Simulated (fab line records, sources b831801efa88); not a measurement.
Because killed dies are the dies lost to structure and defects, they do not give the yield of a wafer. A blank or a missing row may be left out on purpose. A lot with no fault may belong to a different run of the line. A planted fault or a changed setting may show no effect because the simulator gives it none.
Check for tools in common -- flow sky130 -- Sample size 14 lots and 42 wafers

== REASON FOR OPENING ==
At SKY_VT_ADJUST_LVTN_TW_MEAS_21 the reading VT_ADJUST_LVTN_2_TW is flagged on 2 of 14 lots. Fault-free wafers read 186.9, with a standard deviation of 1.3.
Rule: a lot gets a flag if all its wafers with a number sit over 4 standard deviations from that mean, or if no wafer of it has a number. As for the other lots, they are considered sound.

lot,measured,on,"VT_ADJUST_LVTN_2_TW, wafer by wafer",flag
L450,day 8 06:30,film_metro-03,185.9 184.6 185.2,
L451,day 8 09:20,film_metro-03,185.2 185.3 185.0,
L453,day 8 22:28,film_metro-01,188.0 187.8 186.4,
L454,day 9 05:53,film_metro-03,186.6 186.7 185.7,
L456,day 9 20:04,film_metro-03,186.9 187.3 185.4,
L457,day 9 22:41,film_metro-03,187.4 187.6 186.5,
L458,day 10 06:01,film_metro-03,186.7 186.7 186.1,
L459,day 10 13:28,film_metro-03,187.2 187.2 187.3,
L460,day 11 02:03,film_metro-03,186.9 186.9 186.9,
L461,day 11 05:07,film_metro-03,164.5 164.4 163.6,FLAGGED
L462,day 11 11:16,film_metro-01,165.5 165.5 165.0,FLAGGED
L463,day 11 18:02,film_metro-01,187.3 187.9 188.1,
L469,day 13 07:16,film_metro-01,188.9 187.9 189.0,
L472,day 14 07:37,film_metro-03,186.2 183.7 184.1,
Average over the flagged lots: 164.8; offset from the usual -22.2, equal to -17 standard deviations.

== TOOL THAT RAN EACH LOT ==
The record keeps 1 process step preceding the reading, out of 708 steps on the route. In each cell: the tool, then ch and the chambers that the sampled wafers went through, then the start.
lot,flag,SKY_VT_ADJUST_LVTN_IMPLANT_19
L450,,"implanter-04 ch 0, day 8 06:17"
L451,,"implanter-04 ch 0, day 8 09:05"
L453,,"implanter-04 ch 0, day 8 22:13"
L454,,"implanter-03 ch 0, day 9 05:40"
L456,,"implanter-04 ch 0, day 9 19:51"
L457,,"implanter-03 ch 0, day 9 22:26"
L458,,"implanter-03 ch 0, day 10 05:46"
L459,,"implanter-01 ch 0, day 10 13:13"
L460,,"implanter-01 ch 0, day 11 01:50"
L461,FLAGGED,"implanter-01 ch 0, day 11 04:52"
L462,FLAGGED,"implanter-01 ch 0, day 11 11:02"
L463,,"implanter-04 ch 0, day 11 17:47"
L469,,"implanter-04 ch 0, day 13 07:02"
L472,,"implanter-03 ch 0, day 14 07:22"
What the steps here do:
- SKY_VT_ADJUST_LVTN_IMPLANT_19
- SKY_VT_ADJUST_LVTN_TW_MEAS_21

== FLAGGED AGAINST TOTAL, ONE TOOL AT A TIME (gauges that did the reading follow at the end) ==
step,tool,lots run,flagged,share of the flagged lots,sound lots run after its first flagged lot
SKY_VT_ADJUST_LVTN_IMPLANT_19,implanter-01,4,2,all,0
SKY_VT_ADJUST_LVTN_IMPLANT_19,implanter-03,4,0,none,-
SKY_VT_ADJUST_LVTN_IMPLANT_19,implanter-04,6,0,none,-
SKY_VT_ADJUST_LVTN_TW_MEAS_21,film_metro-01,4,1,some,"2 (L463,L469)"
SKY_VT_ADJUST_LVTN_TW_MEAS_21,film_metro-03,10,1,some,1 (L472)

== WHAT THE TABLE PERMITS ==
In the table, 1 row covers all flagged lots: implanter-01 at SKY_VT_ADJUST_LVTN_IMPLANT_19.
- implanter-01 at SKY_VT_ADJUST_LVTN_IMPLANT_19 ran 4 lots, 2 of them flagged. Its last sound lot is L460 (day 11 01:50), its first flagged lot L461 (day 11 04:52): a fault that began between those two fits. Its own readings (dose_ions_cm2, faraday_current_uA) fall more than 4 standard deviations out on all wafers of the flagged lots.
Left over: one tool, implanter-01 at SKY_VT_ADJUST_LVTN_IMPLANT_19.

== WHAT THE SIMULATOR HAD PUT IN ==
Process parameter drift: implanter-01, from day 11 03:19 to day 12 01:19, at SKY_VT_ADJUST_LVTN_IMPLANT_19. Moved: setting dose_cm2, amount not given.
Lots struck among those shown: L461, L462. This agrees with what the rule above found.
